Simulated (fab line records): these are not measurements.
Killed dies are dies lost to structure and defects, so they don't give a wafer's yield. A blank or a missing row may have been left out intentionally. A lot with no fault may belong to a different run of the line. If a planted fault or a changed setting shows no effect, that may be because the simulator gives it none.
2 desks looking at one fault	flow gf180mcu	numbers are kept per desk, each desk with only its own; the story behind them comes last

## AT THE METROLOGY DESK
Lot by lot, what the gauges showed, no matter which tool ran the lot: averages of those sampled wafers that carry a number. The brackets show how far a lot's mean lies from the usual mean; more than 4 standard deviations puts the lot out of limits, marked OUT.
Columns: A = CONTACT_W_RS at GF_CONTACT_RS_MEAS_25, usual 0.379 ohm/sq; B = CONTACT_W_THK at GF_CONTACT_THK_MEAS_26, usual 301 nm
lot	first seen here	A	B
L625	day 17 19:43	0.378	302
L627	day 18 04:32	0.373	306
L630	day 19 20:48	0.382	296
L631	day 20 01:17	0.384	300
L632	day 20 04:16	0.378	305
L638	day 23 11:10	0.378	304
This desk found nothing out of limits on any of the 6 lots.

## FOR THE TOOL OWNER'S DESK: pvdSputter-01
The tool's own readings at GF_M1_SPUTTER_00 (material Ti, target thk 37.5 nm, time 150 s): means of the sampled wafers that have a number, for each lot that ran on this tool. The brackets show how far a lot's mean lies from the usual mean; more than 4 standard deviations puts the lot out of limits, marked OUT.
Columns: A = cathodeDcPowerW at GF_M1_SPUTTER_00, usual 3999.9 W; B = substrateTempC at GF_M1_SPUTTER_00, usual 199.99 C; C = throttleValvePct at GF_M1_SPUTTER_00, usual 29.8 %
lot	first seen here	A	B	C
L627	day 18 04:58	3999.7	200.11	29.0
L631	day 20 01:46	4000.2	200.01	30.2
L632	day 20 04:42	3999.7	199.91	29.4
This desk found nothing out of limits on any of the 3 lots.

## BROUGHT TOGETHER
Nothing out of limits was seen by the metrology desk.
The desk of the tool owner found nothing out of limits.

## WHAT WAS PUT IN BY THE SIMULATOR
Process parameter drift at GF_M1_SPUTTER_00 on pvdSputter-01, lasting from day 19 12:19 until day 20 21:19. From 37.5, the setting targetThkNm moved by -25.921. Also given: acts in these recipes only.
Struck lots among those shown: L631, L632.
